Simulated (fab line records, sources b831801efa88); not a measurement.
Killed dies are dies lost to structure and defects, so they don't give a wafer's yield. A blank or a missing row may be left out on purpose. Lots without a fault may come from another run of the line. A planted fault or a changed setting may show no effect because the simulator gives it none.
A struck lot beside a sound one | flow gf180mcu | 14 steps out of a route of 602
Sound: wafers L650.3, L650.4, L650.5. Struck: wafers L642.4, L642.5, L642.6. The cause comes at the end.
At each step with rows: each side's tool, then ch and its chambers, then its first start. Under that, the readings that differ: sound wafers | struck wafers | difference of the means | sigmas: that difference in standard deviations of wafers without a fault.
alike: readings whose means differ by less than 2 such deviations, and words and numbers that are the same on both sides. not compared: withheld readings, readings that some wafer has no value for, bounds like >300 that may hide the same value, and numbers for which the record gives no deviation and whose values overlap.
The two part at a step that has a row with sigmas, a row that says differs or no value, or rows on one side only. Numbers that don't overlap but have no deviation are shown without sigmas and don't part them. A reading that every wafer of one side lacks parts them only if that side has two wafers or more.

GF_MIM_THK_MEAS_06:
  sound on film_metro-04, day 29 05:05; struck on film_metro-04, day 27 04:03
  alike: MIM_CVD_05_THK
GF_MIM_SPUTTER_07: material TiN, target thk 60 nm, time 50 s.
  sound on pvd_sputter-02, day 29 05:07; struck on pvd_sputter-02, day 27 04:05
  alike: cathode_dc_power_W, throttle_valve_pct
GF_MIM_SPUTTER_08: material AlCu, target thk 200 nm, time 10.6 s.
  sound on pvd_sputter-02, day 29 05:10; struck on pvd_sputter-02, day 27 04:07
  alike: cathode_dc_power_W, throttle_valve_pct
GF_MIM_SPUTTER_09: material TiN, target thk 35 nm, time 29.2 s.
  sound on pvd_sputter-02, day 29 05:11; struck on pvd_sputter-02, day 27 04:08
  alike: cathode_dc_power_W, throttle_valve_pct
GF_MIM_RS_MEAS_10: measures by four-point-probe.
  sound on film_metro-02, day 29 05:16; struck on film_metro-02, day 27 04:14
  alike: MIM_ALCU_RS
GF_MIM_THK_MEAS_11: measures by xrf.
  sound on film_metro-02, day 29 05:22; struck on film_metro-02, day 27 04:20
  alike: MIM_ALCU_THK
then, 6 steps without rows for these wafers: GF_MIM_DEHYDRATE_12 (time 60 s); GF_MIM_HMDS_13 (prime time 60 s); GF_MIM_COAT_14 (resist thk 1000 nm); GF_MIM_SOFTBAKE_15 (time 60 s); GF_MIM_EXPOSE_16 (exposes mask FuseTop, target cd 2000 nm); GF_MIM_PEB_17.
GF_MIM_DEVELOP_18: develop time 60 s.
  sound on litho_track-02 ch 0, day 29 23:42; struck on litho_track-03, day 28 00:19
  no value came back on the struck wafers for chill_plate_temp_C (C), develop_time_s (s); on the sound wafers chill_plate_temp_C (C) reads 22.92 22.95 22.93
GF_MIM_METAL_ETCH_19: etches the open film in Cl2/BCl3, stops on Si3N4, target depth 324.5 nm, time 54.1 s.
  sound on rie_metal-03 ch 0,1, day 29 23:50; struck on rie_metal-01 ch 0,1, day 28 00:25
  alike: drypump_motor_current_A, oes_product_au, throttle_valve_pct
  not compared: rf_hours_counter_h

WHERE THEY PART
Only at GF_MIM_DEVELOP_18, within this record. Later steps at which nothing parts them and some readings are alike: GF_MIM_METAL_ETCH_19.

WHY: what the simulator had put in
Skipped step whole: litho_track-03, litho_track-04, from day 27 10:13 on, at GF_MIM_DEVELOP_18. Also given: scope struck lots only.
